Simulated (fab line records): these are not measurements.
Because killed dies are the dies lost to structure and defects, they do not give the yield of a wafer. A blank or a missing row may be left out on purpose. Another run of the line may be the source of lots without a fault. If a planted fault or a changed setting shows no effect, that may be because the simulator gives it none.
fab line records / flow sky130
[record] lots = 5 wafers = 15 last_day = 50
route steps=708 shown PASSIVATION@691 PAD_OPEN@694
lots that met no fault: from a run of the same line without faults
start_h: the number of hours between the record's first day and the start of the first shown wafer of the lot / wait_h: hours elapsed since this lot's preceding step / " unchanged from the row above / L1.1+2: several wafers, shown together as one row / - value missing, or start not given / * or withheld: withheld / < > ~ a bound
route shown NAME@n: NAME is a module with steps in the file, n the number in the route of the first one / usual: mean/standard deviation taken from wafers without a fault / same: alike in all rows / chamber/n: place in a boat / sites: per-site readings / _std_site: how widely they spread, as a standard deviation / _edge_site: the outer-site mean with the inner-site mean subtracted / radius_mm: for every site, how far away it sits from the centre of the wafer / mask NAME#n: copy n / behind: the most recent tool/chamber to have shaped the wafer / hold: why the lot went on hold/how many hours it stayed there/how the hold came to an end / device: whichever transistor did not switch (one of n, p or np) / end of line: tests of these same wafers at the route's end / a step given without rows: its recipe and nothing more / killed: dies lost to structure and defects at the first sort, not the wafer's yield / map: the dies of a wafer, with x for killed, . for not killed, _ for no die there
set.NAME: the setting the step ran with; set.NAME@STEP: the setting that earlier step ran with / model.NAME: the simulator's own value behind a step, which no gauge read
certain route steps with their lots: each step a table, each wafer a row
services: the hour from which a tool's chamber was out of use, counted from the record's first day as start_h (under 0 if before that day), plus the number of hours and why
[[steps]]
[step SKY_PASSIVATION_DEVELOP_10]
[recipe] develop_time_s = 60 dev_temp_c = 23
[step SKY_PASSIVATION_ETCH_11]
[recipe] chemistry = CF4/O2 target_depth_nm = 725 stop_on = AlCu source_w = 800 bias_w = 150 pressure_mtorr = 150 cf4_flow_sccm = 80 O2_flow_sccm = 10 time_s = 161.1
[usual] bias_w = 150.0/0.46 chamber_pressure_mTorr = 150.00/0.13 drypump_motor_current_A = 5.7/0.35 oes_product_au = 0.977/0.0065 throttle_valve_pct = 5.965/0.0093
[same] time_s = 161.1
lot.wafer=L911.2 tool=rie_diel-01 chamber=0 start_h=1055.63 wait_h=- bias_w=150.0 chamber_pressure_mTorr=150.06 drypump_motor_current_A=5.6 oes_product_au=0.970 rf_hours_counter_h=12 throttle_valve_pct=5.964
lot.wafer=L911.5 tool=rie_diel-01 chamber=3 start_h=1055.63 wait_h=- bias_w=149.8 chamber_pressure_mTorr=149.95 drypump_motor_current_A=5.8 oes_product_au=0.983 rf_hours_counter_h=- throttle_valve_pct=5.974
lot.wafer=L911.6 tool=rie_diel-01 chamber=0 start_h=1055.63 wait_h=- bias_w=150.3 chamber_pressure_mTorr=149.91 drypump_motor_current_A=5.6 oes_product_au=0.974 rf_hours_counter_h=- throttle_valve_pct=5.968
lot.wafer=L916.2 tool=rie_diel-01 chamber=3 start_h=1089.22 wait_h=- bias_w=149.3 chamber_pressure_mTorr=150.02 drypump_motor_current_A=5.8 oes_product_au=0.972 rf_hours_counter_h=15 throttle_valve_pct=5.955
lot.wafer=L916.3 tool=rie_diel-01 chamber=2 start_h=1089.22 wait_h=- bias_w=149.8 chamber_pressure_mTorr=150.35 drypump_motor_current_A=5.9 oes_product_au=0.966 rf_hours_counter_h=22 throttle_valve_pct=5.969
lot.wafer=L916.6 tool=rie_diel-01 chamber=2 start_h=1089.22 wait_h=- bias_w=150.4 chamber_pressure_mTorr=149.81 drypump_motor_current_A=5.9 oes_product_au=0.978 rf_hours_counter_h=- throttle_valve_pct=5.959
lot.wafer=L924.4 tool=rie_diel-03 chamber=1 start_h=1127.50 wait_h=- bias_w=150.2 chamber_pressure_mTorr=149.87 drypump_motor_current_A=6.2 oes_product_au=0.983 rf_hours_counter_h=11 throttle_valve_pct=5.956
lot.wafer=L924.5 tool=rie_diel-03 chamber=2 start_h=1127.50 wait_h=- bias_w=149.2 chamber_pressure_mTorr=150.03 drypump_motor_current_A=5.8 oes_product_au=0.972 rf_hours_counter_h=- throttle_valve_pct=5.991
lot.wafer=L924.6 tool=rie_diel-03 chamber=3 start_h=1127.50 wait_h=- bias_w=150.0 chamber_pressure_mTorr=149.86 drypump_motor_current_A=5.7 oes_product_au=0.981 rf_hours_counter_h=- throttle_valve_pct=5.973
lot.wafer=L929.1 tool=rie_diel-02 chamber=0 start_h=1159.82 wait_h=- bias_w=150.4 chamber_pressure_mTorr=150.33 drypump_motor_current_A=5.5 oes_product_au=0.979 rf_hours_counter_h=20 throttle_valve_pct=5.970
lot.wafer=L929.5 tool=rie_diel-02 chamber=2 start_h=1159.82 wait_h=- bias_w=150.1 chamber_pressure_mTorr=149.98 drypump_motor_current_A=4.9 oes_product_au=0.971 rf_hours_counter_h=- throttle_valve_pct=5.959
lot.wafer=L929.6 tool=rie_diel-02 chamber=1 start_h=1159.82 wait_h=- bias_w=150.5 chamber_pressure_mTorr=149.90 drypump_motor_current_A=6.4 oes_product_au=0.982 rf_hours_counter_h=- throttle_valve_pct=5.947
lot.wafer=L934.1 tool=rie_diel-02 chamber=0 start_h=1177.97 wait_h=- bias_w=149.9 chamber_pressure_mTorr=150.02 drypump_motor_current_A=5.5 oes_product_au=0.961 rf_hours_counter_h=21 throttle_valve_pct=5.965
lot.wafer=L934.2 tool=rie_diel-02 chamber=3 start_h=1177.97 wait_h=- bias_w=149.9 chamber_pressure_mTorr=149.97 drypump_motor_current_A=5.7 oes_product_au=0.968 rf_hours_counter_h=23 throttle_valve_pct=5.949
lot.wafer=L934.6 tool=rie_diel-02 chamber=2 start_h=1177.97 wait_h=- bias_w=150.1 chamber_pressure_mTorr=150.04 drypump_motor_current_A=4.9 oes_product_au=0.976 rf_hours_counter_h=- throttle_valve_pct=5.983
[step SKY_PASSIVATION_STRIP_12]
[recipe] chemistry = O2/N2 power_w = 1400 pressure_mtorr = 1500 platen_temp_c = withheld overash_fraction = 0.7 o2_flow_sccm = 3000 n2_flow_sccm = 300
[usual] chamber_pressure_mTorr = 1500.1/1.5 drypump_motor_current_A = 6.14/0.2 oes_product_au = 0.661/0.0043 strip_time_to_endpoint_s = 31.59/0.14
lot.wafer=L911.2 tool=plasma_asher-04 chamber=0 start_h=1055.74 wait_h=0.1 chamber_pressure_mTorr=1498.9 drypump_motor_current_A=5.87 oes_product_au=0.663 rf_hours_counter_h=62 strip_time_to_endpoint_s=31.63
lot.wafer=L911.5 tool=plasma_asher-04 chamber=1 start_h=1055.74 wait_h=0.1 chamber_pressure_mTorr=1500.5 drypump_motor_current_A=6.32 oes_product_au=0.663 rf_hours_counter_h=- strip_time_to_endpoint_s=31.51
lot.wafer=L911.6 tool=plasma_asher-04 chamber=0 start_h=1055.74 wait_h=0.1 chamber_pressure_mTorr=1500.7 drypump_motor_current_A=5.89 oes_product_au=0.662 rf_hours_counter_h=- strip_time_to_endpoint_s=31.62
lot.wafer=L916.2 tool=plasma_asher-04 chamber=0 start_h=1089.33 wait_h=0.1 chamber_pressure_mTorr=1499.3 drypump_motor_current_A=5.89 oes_product_au=0.658 rf_hours_counter_h=65 strip_time_to_endpoint_s=31.61
lot.wafer=L916.3 tool=plasma_asher-04 chamber=0 start_h=1089.33 wait_h=0.1 chamber_pressure_mTorr=1497.9 drypump_motor_current_A=5.90 oes_product_au=0.666 rf_hours_counter_h=- strip_time_to_endpoint_s=31.59
lot.wafer=L916.6 tool=plasma_asher-04 chamber=0 start_h=1089.33 wait_h=0.1 chamber_pressure_mTorr=1499.9 drypump_motor_current_A=5.91 oes_product_au=0.664 rf_hours_counter_h=- strip_time_to_endpoint_s=31.48
lot.wafer=L924.4 tool=plasma_asher-02 chamber=1 start_h=1127.64 wait_h=0.1 chamber_pressure_mTorr=1500.1 drypump_motor_current_A=6.16 oes_product_au=0.665 rf_hours_counter_h=- strip_time_to_endpoint_s=31.67
lot.wafer=L924.5 tool=plasma_asher-02 chamber=0 start_h=1127.64 wait_h=0.1 chamber_pressure_mTorr=1501.6 drypump_motor_current_A=5.95 oes_product_au=0.659 rf_hours_counter_h=- strip_time_to_endpoint_s=31.61
lot.wafer=L924.6 tool=plasma_asher-02 chamber=1 start_h=1127.64 wait_h=0.1 chamber_pressure_mTorr=1499.8 drypump_motor_current_A=6.16 oes_product_au=0.663 rf_hours_counter_h=- strip_time_to_endpoint_s=31.65
lot.wafer=L929.1 tool=plasma_asher-04 chamber=1 start_h=1159.93 wait_h=0.1 chamber_pressure_mTorr=1498.1 drypump_motor_current_A=6.33 oes_product_au=0.665 rf_hours_counter_h=72 strip_time_to_endpoint_s=31.54
lot.wafer=L929.5 tool=plasma_asher-04 chamber=0 start_h=1159.93 wait_h=0.1 chamber_pressure_mTorr=1500.9 drypump_motor_current_A=5.89 oes_product_au=0.659 rf_hours_counter_h=- strip_time_to_endpoint_s=31.69
lot.wafer=L929.6 tool=plasma_asher-04 chamber=1 start_h=1159.93 wait_h=0.1 chamber_pressure_mTorr=1501.3 drypump_motor_current_A=6.30 oes_product_au=0.662 rf_hours_counter_h=- strip_time_to_endpoint_s=31.58
lot.wafer=L934.1 tool=plasma_asher-03 chamber=0 start_h=1178.08 wait_h=0.1 chamber_pressure_mTorr=1499.5 drypump_motor_current_A=6.44 oes_product_au=0.661 rf_hours_counter_h=11 strip_time_to_endpoint_s=31.46
lot.wafer=L934.2 tool=plasma_asher-03 chamber=1 start_h=1178.08 wait_h=0.1 chamber_pressure_mTorr=1501.3 drypump_motor_current_A=6.05 oes_product_au=0.660 rf_hours_counter_h=11 strip_time_to_endpoint_s=31.51
lot.wafer=L934.6 tool=plasma_asher-03 chamber=0 start_h=1178.08 wait_h=0.1 chamber_pressure_mTorr=1501.5 drypump_motor_current_A=6.45 oes_product_au=0.655 rf_hours_counter_h=- strip_time_to_endpoint_s=31.43
[step SKY_PAD_OPEN_DEHYDRATE_00]
[recipe] temp_c = 200 time_s = 60
[step SKY_PAD_OPEN_HMDS_01]
[recipe] prime_time_s = 60 prime_temp_c = 120
[step SKY_PAD_OPEN_COAT_02]
[recipe] spin_rpm = 2000 resist_thk_nm = 3000
[step SKY_PAD_OPEN_SOFTBAKE_03]
[recipe] temp_c = 110 time_s = withheld
[step SKY_PAD_OPEN_EXPOSE_04]
[recipe] mask_id = PDM target_cd_nm = 60000 na = 0.57 dose_mj = 260
[step SKY_PAD_OPEN_PEB_05]
[recipe] temp_c = 115 time_s = withheld
[step SKY_PAD_OPEN_DEVELOP_06]
[recipe] develop_time_s = 60 dev_temp_c = 23
[step SKY_PAD_OPEN_ETCH_07]
[recipe] chemistry = CF4/O2 target_depth_nm = 725 stop_on = AlCu source_w = 800 bias_w = 150 pressure_mtorr = 150 cf4_flow_sccm = 80 O2_flow_sccm = 10 time_s = 161.1
[usual] bias_w = 150.0/0.41 chamber_pressure_mTorr = 150.01/0.14 drypump_motor_current_A = 5.5/0.37 oes_product_au = 0.977/0.0071 throttle_valve_pct = 5.965/0.0086
[same] time_s = 161.1
lot.wafer=L911.2 tool=rie_diel-02 chamber=2 start_h=1077.10 wait_h=- bias_w=149.8 chamber_pressure_mTorr=149.98 drypump_motor_current_A=4.9 oes_product_au=0.970 rf_hours_counter_h=12 throttle_valve_pct=5.937
lot.wafer=L911.5 tool=rie_diel-02 chamber=1 start_h=1077.10 wait_h=- bias_w=150.1 chamber_pressure_mTorr=149.79 drypump_motor_current_A=6.4 oes_product_au=0.983 rf_hours_counter_h=- throttle_valve_pct=5.973
lot.wafer=L911.6 tool=rie_diel-02 chamber=0 start_h=1077.10 wait_h=- bias_w=149.6 chamber_pressure_mTorr=150.03 drypump_motor_current_A=5.5 oes_product_au=0.968 rf_hours_counter_h=- throttle_valve_pct=5.957
lot.wafer=L916.2 tool=rie_diel-04 chamber=1 start_h=1110.20 wait_h=- bias_w=149.2 chamber_pressure_mTorr=149.90 drypump_motor_current_A=5.2 oes_product_au=0.973 rf_hours_counter_h=4 throttle_valve_pct=5.966
lot.wafer=L916.3 tool=rie_diel-04 chamber=3 start_h=1110.20 wait_h=- bias_w=149.5 chamber_pressure_mTorr=150.20 drypump_motor_current_A=5.3 oes_product_au=0.976 rf_hours_counter_h=16 throttle_valve_pct=5.971
lot.wafer=L916.6 tool=rie_diel-04 chamber=0 start_h=1110.20 wait_h=- bias_w=149.7 chamber_pressure_mTorr=149.93 drypump_motor_current_A=5.3 oes_product_au=0.985 rf_hours_counter_h=- throttle_valve_pct=5.958
lot.wafer=L924.4 tool=rie_diel-01 chamber=2 start_h=1145.53 wait_h=- bias_w=149.7 chamber_pressure_mTorr=149.98 drypump_motor_current_A=5.9 oes_product_au=0.994 rf_hours_counter_h=25 throttle_valve_pct=5.979
lot.wafer=L924.5 tool=rie_diel-01 chamber=2 start_h=1145.53 wait_h=- bias_w=151.1 chamber_pressure_mTorr=149.96 drypump_motor_current_A=5.9 oes_product_au=0.987 rf_hours_counter_h=- throttle_valve_pct=5.968
lot.wafer=L924.6 tool=rie_diel-01 chamber=1 start_h=1145.53 wait_h=- bias_w=150.6 chamber_pressure_mTorr=150.05 drypump_motor_current_A=5.4 oes_product_au=0.973 rf_hours_counter_h=- throttle_valve_pct=5.965
lot.wafer=L929.1 tool=rie_diel-01 chamber=1 start_h=1176.10 wait_h=- bias_w=149.1 chamber_pressure_mTorr=150.03 drypump_motor_current_A=5.4 oes_product_au=0.974 rf_hours_counter_h=27 throttle_valve_pct=5.947
lot.wafer=L929.5 tool=rie_diel-01 chamber=3 start_h=1176.10 wait_h=- bias_w=150.5 chamber_pressure_mTorr=150.07 drypump_motor_current_A=5.8 oes_product_au=0.990 rf_hours_counter_h=- throttle_valve_pct=5.961
lot.wafer=L929.6 tool=rie_diel-01 chamber=2 start_h=1176.10 wait_h=- bias_w=150.0 chamber_pressure_mTorr=150.14 drypump_motor_current_A=5.9 oes_product_au=0.981 rf_hours_counter_h=- throttle_valve_pct=5.969
lot.wafer=L934.1 tool=rie_diel-01 chamber=2 start_h=1193.85 wait_h=- bias_w=150.3 chamber_pressure_mTorr=150.23 drypump_motor_current_A=5.9 oes_product_au=0.964 rf_hours_counter_h=28 throttle_valve_pct=5.964
lot.wafer=L934.2 tool=rie_diel-01 chamber=1 start_h=1193.85 wait_h=- bias_w=150.5 chamber_pressure_mTorr=150.06 drypump_motor_current_A=5.4 oes_product_au=0.964 rf_hours_counter_h=27 throttle_valve_pct=5.961
lot.wafer=L934.6 tool=rie_diel-01 chamber=1 start_h=1193.85 wait_h=- bias_w=150.3 chamber_pressure_mTorr=149.88 drypump_motor_current_A=5.4 oes_product_au=0.983 rf_hours_counter_h=- throttle_valve_pct=5.960
[step SKY_PAD_OPEN_STRIP_08]
[recipe] chemistry = O2/N2 power_w = 1400 pressure_mtorr = 1500 platen_temp_c = withheld overash_fraction = 0.7 o2_flow_sccm = 3000 n2_flow_sccm = 300
[usual] chamber_pressure_mTorr = 1500.1/1.3 drypump_motor_current_A = 5.9/0.4 oes_product_au = 0.663/0.0045
lot.wafer=L911.2 tool=plasma_asher-02 chamber=1 start_h=1077.21 wait_h=0.1 chamber_pressure_mTorr=1501.3 drypump_motor_current_A=6.2 oes_product_au=0.662 rf_hours_counter_h=94
lot.wafer=L911.5 tool=plasma_asher-02 chamber=0 start_h=1077.21 wait_h=0.1 chamber_pressure_mTorr=1498.9 drypump_motor_current_A=5.9 oes_product_au=0.670 rf_hours_counter_h=-
lot.wafer=L911.6 tool=plasma_asher-02 chamber=1 start_h=1077.21 wait_h=0.1 chamber_pressure_mTorr=1501.8 drypump_motor_current_A=6.2 oes_product_au=0.663 rf_hours_counter_h=-
lot.wafer=L916.2 tool=plasma_asher-01 chamber=1 start_h=1110.31 wait_h=0.1 chamber_pressure_mTorr=1498.7 drypump_motor_current_A=6.1 oes_product_au=0.659 rf_hours_counter_h=37
lot.wafer=L916.3 tool=plasma_asher-01 chamber=0 start_h=1110.31 wait_h=0.1 chamber_pressure_mTorr=1498.1 drypump_motor_current_A=5.1 oes_product_au=0.662 rf_hours_counter_h=-
lot.wafer=L916.6 tool=plasma_asher-01 chamber=1 start_h=1110.31 wait_h=0.1 chamber_pressure_mTorr=1499.3 drypump_motor_current_A=6.1 oes_product_au=0.659 rf_hours_counter_h=-
lot.wafer=L924.4 tool=plasma_asher-02 chamber=0 start_h=1145.67 wait_h=0.1 chamber_pressure_mTorr=1501.1 drypump_motor_current_A=6.0 oes_product_au=0.665 rf_hours_counter_h=-
lot.wafer=L924.5 tool=plasma_asher-02 chamber=0 start_h=1145.67 wait_h=0.1 chamber_pressure_mTorr=1502.1 drypump_motor_current_A=6.0 oes_product_au=0.660 rf_hours_counter_h=-
lot.wafer=L924.6 tool=plasma_asher-02 chamber=1 start_h=1145.67 wait_h=0.1 chamber_pressure_mTorr=1502.2 drypump_motor_current_A=6.2 oes_product_au=0.663 rf_hours_counter_h=-
lot.wafer=L929.1 tool=plasma_asher-01 chamber=0 start_h=1176.21 wait_h=0.1 chamber_pressure_mTorr=1502.7 drypump_motor_current_A=5.1 oes_product_au=0.667 rf_hours_counter_h=43
lot.wafer=L929.5 tool=plasma_asher-01 chamber=1 start_h=1176.21 wait_h=0.1 chamber_pressure_mTorr=1499.2 drypump_motor_current_A=6.1 oes_product_au=0.663 rf_hours_counter_h=-
lot.wafer=L929.6 tool=plasma_asher-01 chamber=0 start_h=1176.21 wait_h=0.1 chamber_pressure_mTorr=1498.7 drypump_motor_current_A=5.1 oes_product_au=0.668 rf_hours_counter_h=-
lot.wafer=L934.1 tool=plasma_asher-01 chamber=0 start_h=1193.96 wait_h=0.1 chamber_pressure_mTorr=1501.0 drypump_motor_current_A=5.2 oes_product_au=0.659 rf_hours_counter_h=45
lot.wafer=L934.2 tool=plasma_asher-01 chamber=1 start_h=1193.96 wait_h=0.1 chamber_pressure_mTorr=1501.0 drypump_motor_current_A=6.1 oes_product_au=0.669 rf_hours_counter_h=45
lot.wafer=L934.6 tool=plasma_asher-01 chamber=0 start_h=1193.96 wait_h=0.1 chamber_pressure_mTorr=1500.4 drypump_motor_current_A=5.2 oes_product_au=0.668 rf_hours_counter_h=-
[step SKY_PAD_OPEN_STRIP_09]
[recipe] chemistry = post_etch_residue_remover time_s = 1200 temp_c = 72.5
[usual] bath_heat_duty_pct = 14.1/1.5 run_length_s = 1229/4.2
lot.wafer=L911.2 tool=wet_bench-01 chamber=1 start_h=1077.31 wait_h=0.1 bath_heat_duty_pct=13.5 run_length_s=1232
lot.wafer=L911.5 tool=wet_bench-01 chamber=1 start_h=1077.31 wait_h=0.1 bath_heat_duty_pct=13.6 run_length_s=1232
lot.wafer=L911.6 tool=wet_bench-01 chamber=1 start_h=1077.31 wait_h=0.1 bath_heat_duty_pct=13.6 run_length_s=1232
lot.wafer=L916.2 tool=wet_bench-03 chamber=0 start_h=1110.41 wait_h=0.1 bath_heat_duty_pct=11.1 run_length_s=1235
lot.wafer=L916.3 tool=wet_bench-03 chamber=0 start_h=1110.41 wait_h=0.1 bath_heat_duty_pct=11.4 run_length_s=1235
lot.wafer=L916.6 tool=wet_bench-03 chamber=0 start_h=1110.41 wait_h=0.1 bath_heat_duty_pct=10.4 run_length_s=1235
lot.wafer=L924.4 tool=wet_bench-03 chamber=0 start_h=1145.74 wait_h=0.0 bath_heat_duty_pct=11.5 run_length_s=1060
lot.wafer=L924.5 tool=wet_bench-03 chamber=0 start_h=1145.74 wait_h=0.0 bath_heat_duty_pct=12.6 run_length_s=1060
lot.wafer=L924.6 tool=wet_bench-03 chamber=0 start_h=1145.74 wait_h=0.0 bath_heat_duty_pct=11.5 run_length_s=1060
lot.wafer=L929.1 tool=wet_bench-01 chamber=2 start_h=1176.31 wait_h=0.1 bath_heat_duty_pct=14.9 run_length_s=1224
lot.wafer=L929.5 tool=wet_bench-01 chamber=2 start_h=1176.31 wait_h=0.1 bath_heat_duty_pct=16.4 run_length_s=1224
lot.wafer=L929.6 tool=wet_bench-01 chamber=2 start_h=1176.31 wait_h=0.1 bath_heat_duty_pct=15.3 run_length_s=1224
lot.wafer=L934.1 tool=wet_bench-02 chamber=2 start_h=1194.06 wait_h=0.1 bath_heat_duty_pct=15.8 run_length_s=1228
lot.wafer=L934.2 tool=wet_bench-02 chamber=2 start_h=1194.06 wait_h=0.1 bath_heat_duty_pct=14.9 run_length_s=1228
lot.wafer=L934.6 tool=wet_bench-02 chamber=2 start_h=1194.06 wait_h=0.1 bath_heat_duty_pct=15.5 run_length_s=1228
[step SKY_PAD_OPEN_CLEAN_10]
[recipe] chemistry = IPA time_s = 180 temp_c = 25
[step SKY_PAD_OPEN_PROBE_99]
[usual] defect_limited_yield = 82.0/2.1 killed_at_M0_to_M3 = 45/7 killed_at_M4_up = 3.4/1.8 killed_at_contacts = 24/5.4 killed_at_front_end = 16/4.8 killed_at_other = 0.4/0.62 killed_dies = 89/10 killed_open = 48/7.2 killed_short = 40/6.3 sort_bin_3_pad_short = 0.9/0.39 sort_bin_5_function = 10.7/1.5 sort_bin_6_memory = 6.4/1.1 sort_n_pass = 403/10 sort_yield_pct = 82.0/2.1
[same] gross_dies = 492 killed_at_back_side = 0 sort_bin_4_leakage[%] = 0 sort_bin_8_speed[%] = 0
lot.wafer=L911.2 tool=prober-02 chamber=- start_h=1079.51 wait_h=0.1 defect_limited_yield[%]=83.5 killed_at_M0_to_M3=41 killed_at_M4_up=1 killed_at_contacts=23 killed_at_front_end=15 killed_at_other=1 killed_dies=81 killed_open=45 killed_short=36 sort_bin_3_pad_short[%]=0.4 sort_bin_5_function[%]=9.3 sort_bin_6_memory[%]=6.7 sort_n_pass=411 sort_yield_pct[%]=83.5
lot.wafer=L911.5 tool=prober-02 chamber=- start_h=1079.66 wait_h=0.2 defect_limited_yield[%]=82.3 killed_at_M0_to_M3=44 killed_at_M4_up=3 killed_at_contacts=30 killed_at_front_end=10 killed_at_other=0 killed_dies=87 killed_open=53 killed_short=34 sort_bin_3_pad_short[%]=1.2 sort_bin_5_function[%]=10.4 sort_bin_6_memory[%]=6.1 sort_n_pass=405 sort_yield_pct[%]=82.3
lot.wafer=L911.6 tool=prober-02 chamber=- start_h=1079.71 wait_h=0.2 defect_limited_yield[%]=83.1 killed_at_M0_to_M3=46 killed_at_M4_up=2 killed_at_contacts=21 killed_at_front_end=14 killed_at_other=0 killed_dies=83 killed_open=49 killed_short=34 sort_bin_3_pad_short[%]=0.2 sort_bin_5_function[%]=11.6 sort_bin_6_memory[%]=5.1 sort_n_pass=409 sort_yield_pct[%]=83.1
lot.wafer=L929.1 tool=prober-01 chamber=- start_h=1178.42 wait_h=0.1 defect_limited_yield[%]=79.9 killed_at_M0_to_M3=47 killed_at_M4_up=7 killed_at_contacts=28 killed_at_front_end=15 killed_at_other=2 killed_dies=99 killed_open=51 killed_short=48 sort_bin_3_pad_short[%]=1.8 sort_bin_5_function[%]=10.6 sort_bin_6_memory[%]=7.7 sort_n_pass=393 sort_yield_pct[%]=79.9
lot.wafer=L929.5 tool=prober-01 chamber=- start_h=1178.62 wait_h=0.2 defect_limited_yield[%]=82.7 killed_at_M0_to_M3=44 killed_at_M4_up=3 killed_at_contacts=24 killed_at_front_end=14 killed_at_other=0 killed_dies=85 killed_open=47 killed_short=36 sort_bin_3_pad_short[%]=0.6 sort_bin_5_function[%]=9.1 sort_bin_6_memory[%]=7.5 sort_n_pass=407 sort_yield_pct[%]=82.7
lot.wafer=L929.6 tool=prober-01 chamber=- start_h=1178.67 wait_h=0.2 defect_limited_yield[%]=83.9 killed_at_M0_to_M3=38 killed_at_M4_up=5 killed_at_contacts=23 killed_at_front_end=13 killed_at_other=0 killed_dies=79 killed_open=43 killed_short=36 sort_bin_3_pad_short[%]=0.4 sort_bin_5_function[%]=10.6 sort_bin_6_memory[%]=5.1 sort_n_pass=413 sort_yield_pct[%]=83.9
// killed by level:class
L911.2 VIA1:geometric_particle:open=16 LOCAL_INTERCONNECT:geometric_particle:short=7 LI_CONTACT:geometric_particle:open=6 CONTACT:geometric_particle:open=6 METAL1:geometric_particle:short=4 POLY_GATE:geometric_particle:open=4 VIA1:geometric_particle:short=4 METAL2:geometric_particle:short=4
L911.5 VIA1:geometric_particle:open=13 CONTACT:geometric_particle:open=11 VIA2:geometric_particle:open=10 LI_CONTACT:geometric_particle:open=8 CONTACT:geometric_particle:short=6 VIA1:geometric_particle:short=4 VIA3:geometric_particle:open=4 LI_CONTACT:geometric_particle:short=3
L911.6 VIA1:geometric_particle:open=11 VIA2:geometric_particle:open=10 CONTACT:geometric_particle:open=9 LI_CONTACT:geometric_particle:open=6 METAL2:geometric_particle:short=5 METAL1:geometric_particle:short=5 VIA1:geometric_particle:short=5 FIELD_ISO:geometric_particle:open=4
L929.1 VIA1:geometric_particle:open=12 CONTACT:geometric_particle:open=10 VIA3:geometric_particle:open=7 LI_CONTACT:geometric_particle:open=6 VIA2:geometric_particle:open=6 METAL4:geometric_particle:short=5 POLY_GATE:geometric_particle:short=5 METAL3:geometric_particle:short=5
L929.5 VIA2:geometric_particle:open=12 VIA1:geometric_particle:open=9 CONTACT:geometric_particle:open=8 CONTACT:geometric_particle:short=7 POLY_GATE:geometric_particle:open=6 METAL1:geometric_particle:short=6 VIA1:geometric_particle:short=5 METAL2:geometric_particle:short=5
L929.6 VIA1:geometric_particle:open=14 CONTACT:geometric_particle:open=9 LOCAL_INTERCONNECT:geometric_particle:short=6 VIA1:geometric_particle:short=6 VIA2:geometric_particle:open=5 METAL2:geometric_particle:short=5 LI_CONTACT:geometric_particle:short=4 POLY_GATE:geometric_particle:short=3
[[services]]
tool=rie_diel-01 chamber=- start_h=1042.34 hours=0.3 kind=repair
tool=rie_diel-04 chamber=3 start_h=1042.58 hours=3.3 kind=repair
tool=rie_diel-02 chamber=- start_h=1051.06 hours=25.8 kind=repair
tool=plasma_asher-03 chamber=- start_h=1055.25 hours=9.0 kind=pm
tool=plasma_asher-03 chamber=0 start_h=1055.25 hours=9.0 kind=vent_cycle
tool=plasma_asher-03 chamber=1 start_h=1055.25 hours=9.0 kind=vent_cycle
tool=plasma_asher-03 chamber=0 start_h=1064.25 hours=- kind=clean
tool=plasma_asher-03 chamber=1 start_h=1064.25 hours=- kind=clean
tool=rie_diel-03 chamber=0 start_h=1064.43 hours=6.7 kind=repair
tool=plasma_asher-04 chamber=- start_h=1083.57 hours=0.4 kind=repair
tool=rie_diel-01 chamber=1 start_h=1094.45 hours=3.6 kind=repair
tool=rie_diel-02 chamber=- start_h=1098.43 hours=10.0 kind=pm
tool=rie_diel-02 chamber=1 start_h=1120.59 hours=5.5 kind=repair
tool=rie_diel-04 chamber=1 start_h=1121.80 hours=1.2 kind=repair
tool=rie_diel-01 chamber=3 start_h=1146.46 hours=2.4 kind=repair
tool=rie_diel-03 chamber=0 start_h=1148.55 hours=6.2 kind=repair
tool=rie_diel-01 chamber=0 start_h=1150.87 hours=2.6 kind=repair
tool=plasma_asher-04 chamber=- start_h=1167.75 hours=0.4 kind=repair
tool=rie_diel-04 chamber=- start_h=1169.71 hours=14.6 kind=pm
tool=rie_diel-02 chamber=- start_h=1171.54 hours=1.0 kind=repair
tool=rie_diel-02 chamber=- start_h=1183.65 hours=0.5 kind=repair
tool=wet_bench-03 chamber=- start_h=1185.15 hours=2.0 kind=repair
[[key]]
[first_sign] step = SKY_PAD_OPEN_STRIP_09 reading = run_length_s direction = down sigmas = 40 usual = * struck = *
effect none on later readings
met_at SKY_PAD_OPEN_STRIP_09
struck_wafers L924.4,L924.5,L924.6
onset_between 1110.41 1145.74
[earlier_fault] kind = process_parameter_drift tool = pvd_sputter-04 chamber = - onset_h = 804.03 steps = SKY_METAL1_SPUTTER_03 channel = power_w offset = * shape = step end_h = 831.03 acts_in = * stated = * scope = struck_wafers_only
[fault] kind = process_parameter_drift tool = wet_bench-03 chamber = 0 onset_h = 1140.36 steps = SKY_PAD_OPEN_STRIP_09 channel = time_s offset = * shape = step end_h = 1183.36 acts_in = * stated = *
